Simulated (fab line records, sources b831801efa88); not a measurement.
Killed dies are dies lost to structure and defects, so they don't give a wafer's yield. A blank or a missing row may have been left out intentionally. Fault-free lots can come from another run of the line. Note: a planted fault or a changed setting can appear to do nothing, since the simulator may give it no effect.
Struck lot and sound lot, side by side    flow sfqLine    14 steps out of a route of 325
Sound: wafers L651.2, L651.5, L651.6. Struck: wafers L660.3, L660.4 (left out: L660.1, a lot-mate that was not struck); the cause follows at the end.
Order at every step that has rows: each side's tool, ch and its chambers, its first start. Under that, the readings that differ: sound wafers    struck wafers    difference of the means    sigmas: that difference in standard deviations of wafers without a fault.
alike: same words and numbers on both sides, and readings whose means sit less than 2 such deviations apart. not compared: any withheld reading, any reading some wafer has no value for, any bound like >300 that may hide the same value, and any number with overlapping values for which the record gives no deviation.
The two part at a step that has a row with sigmas, a row that says differs or no value, or rows on one side only. Numbers that don't overlap but have no deviation are shown without sigmas and don't part them. A reading that every wafer of one side lacks parts them only if that side has two wafers or more.

SFQ_TRILAYER_I2_DEP_PECVD_063: deposits SiO2 from SiH4/N2O, time 111.11 s, target thk 500 nm.
  sound on pecvd-01 ch 0,2, day 34 14:04; struck on pecvd-04 ch 1,2, day 39 03:56
  alike: heaterPowerW, throttleValvePct
SFQ_TRILAYER_I2_CMP_CMP_064: polishes SiO2.
  sound on cmp-01 ch 1,2, day 35 21:56; struck on cmp-01 ch 2,3, day 39 20:48
  alike: motorCurrentA, timeToEndpointS
SFQ_I2_BOW_MEAS_917:
  sound: filmMetro-01 at day 36 00:57; struck: filmMetro-01 at day 39 23:48
  alike: I2_BOW
SFQ_TRILAYER_I2_METRO_MEASURE_065:
  sound: filmMetro-01 at day 36 01:15; struck: filmMetro-01 at day 39 23:55
  alike: thkNm
then, 6 steps without rows for these wafers: SFQ_TRILAYER_I2_VIA_LITHO_COAT_072 (resist thk 62 nm); SFQ_TRILAYER_I2_VIA_LITHO_COAT_067 (resist thk 650 nm); SFQ_TRILAYER_I2_VIA_LITHO_SOFTBAKE_071; SFQ_TRILAYER_I2_VIA_LITHO_EXPOSE_068 (exposes mask I2, target cd 500 nm); SFQ_TRILAYER_I2_VIA_LITHO_PEB_070 (peb time 60 s); SFQ_TRILAYER_I2_VIA_LITHO_DEVELOP_069 (time 60 s).
-- the record jumps here: 5 days lie between the struck wafers' starts before and after --
SFQ_I2_OVL_MEAS_918:
  sound: overlay-01 at day 36 16:14; struck: overlay-02 at day 45 11:16
  alike: I2_OVL
SFQ_TRILAYER_I2_VIA_BARC_OPEN_VIA_ETCH_096: etches BARC in O2, target depth 125 nm, time 41.7 s.
  sound on rieDiel-04 ch 0,3, day 36 16:16; struck on rieDiel-01 ch 3, day 45 11:19
reading          sound              struck       difference  sigmas
rfFwdPowerW (W)  495.5 498.1 494.3  490.9 492.2  -4.4        -2
  alike: drypumpMotorCurrentA, oesProductAu
  not compared: rfHoursCounterH
SFQ_TRILAYER_I2_VIA_ETCH_VIA_ETCH_070: etches SiO2 in CHF3, stops on Nb, target depth 260 nm.
  sound on rieDiel-04 ch 0,3, day 36 16:18; struck on rieDiel-01 ch 3, day 45 11:21
reading                                             sound              struck       difference  sigmas
rfFwdPowerW (W)                                     496.0 498.4 497.2  578.5 577.9  +81.0       +48
model.Nb_of_TRILAYER_M2_DEP_SPUTTER_055.thkNm (nm)  195.7 196.3 196.1  199.2 199.3  +3.2        
  alike: drypumpMotorCurrentA, oesProductAu
SFQ_TRILAYER_I2_VIA_STRIP_STRIP_071: strips in O2.
  sound on rieMetal-03 ch 0,1, day 36 16:25; struck on rieMetal-04 ch 1, day 45 11:28
  alike: drypumpMotorCurrentA, oesProductAu
  not compared: rfHoursCounterH

== WHERE THEY PART ==
Last at SFQ_TRILAYER_I2_VIA_ETCH_VIA_ETCH_070 as far as this record goes, first at SFQ_TRILAYER_I2_VIA_BARC_OPEN_VIA_ETCH_096. Later steps at which nothing parts them and some readings are alike: SFQ_TRILAYER_I2_VIA_STRIP_STRIP_071.

WHY: what the simulator had put in
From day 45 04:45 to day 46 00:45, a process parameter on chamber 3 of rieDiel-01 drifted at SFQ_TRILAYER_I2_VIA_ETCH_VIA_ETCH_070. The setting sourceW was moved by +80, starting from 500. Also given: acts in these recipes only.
